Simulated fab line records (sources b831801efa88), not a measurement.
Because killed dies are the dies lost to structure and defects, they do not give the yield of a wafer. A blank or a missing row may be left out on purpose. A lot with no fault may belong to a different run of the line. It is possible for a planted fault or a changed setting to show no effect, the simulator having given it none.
Code-filled problem report in 8D (eight disciplines) form	flow sky130	the parts of the form that need people (team, actions taken, sign-off) are left out

1. THE PROBLEM
strip-time-to-endpoint-s at SKY_VT_ADJUST_PCH_STRIP_09 reads a mean of 33.62 s on 4 wafers of 2 lots; wafers without a fault read 36.91 s with a standard deviation of 0.11. That is -30 standard deviations from the usual mean.
The step: strips in O2/N2.
Earliest sighting: wafer L433.4 on plasma-asher-01 at day 12 20:28. The record holds 42 wafers of 14 lots with a number at this step. Rule for "out" (also "out of limits"): further than 4 standard deviations from the usual mean. The rest of the wafers with a number are treated as sound.

2. WHAT IT IS, AND WHAT IT ISN'T
question	is	is not
which readings at this step	strip-time-to-endpoint-s, oes-product-au	drypump-motor-current-A, o2-flow-sccm
which lots	L433, L435	L426, L427, L428, L429, L431, L440, L442, L443, L446, L447, L448, L449
which wafers of those lots	L433.4, L433.5, L435.1, L435.3	L433.1, L435.2
read on which tools	plasma-asher-01	plasma-asher-02, plasma-asher-04
when	from day 12 20:28	up to then (16 sound wafers); but 22 sound wafers of L435, L440, L442, L443, L446, L447, L448, L449 came after

3. THE SUSPECTS, EACH WITH WHAT RULES IT OUT
Counting: a tool at a process step up to the reading stays a suspect if it ran every lot that is out. Sound lots after the first of them don't rule it out here, since some wafers of a struck lot are sound.
- plasma-asher-01 at SKY_VT_ADJUST_PCH_STRIP_09 (strips in O2/N2): kept. It ran every lot that is out, first L433 (day 12 20:28); its last sound lot up to then is L429 (day 11 11:36). Its own readings are out on those wafers: oes-product-au, strip-time-to-endpoint-s.
- Within plasma-asher-01 at SKY_VT_ADJUST_PCH_STRIP_09: the wafers that are out ran in chamber 1; their sound lot-mates ran in chamber 0.
After counting, what remains is plasma-asher-01 at SKY_VT_ADJUST_PCH_STRIP_09.

4. THE CAUSE (what the simulator had put in)
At SKY_VT_ADJUST_PCH_STRIP_09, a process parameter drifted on plasma-asher-01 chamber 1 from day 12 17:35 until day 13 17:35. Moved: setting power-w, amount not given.
After counting, this tool was the only one left.

5. SEQUENCE OF EFFECTS, ordered by route
Each row: a reading whose mean over the struck wafers that have a number lies more than 3 standard deviations from the usual. Only readings for which the record gives a usual standard deviation are gone through. hours: the time from each lot's start at the first step in this table that gives one to its start at this step, as a median over the lots. sigmas: the change in usual standard deviations.
hours	step	reading	usual	on struck wafers	change	sigmas
0	SKY_VT_ADJUST_PCH_STRIP_09	oes-product-au	0.722 a.u.	0.775	+0.053	+10
0	SKY_VT_ADJUST_PCH_STRIP_09	strip-time-to-endpoint-s	36.91 s	33.62	-3.28	-30
It contains these process steps:
- SKY_VT_ADJUST_PCH_STRIP_09: strips in O2/N2.

6. WHAT WOULD HAVE CAUGHT IT SOONER
First out-of-limits reading in this record: day 12 20:28, which is 3 hours after fault onset at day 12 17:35.
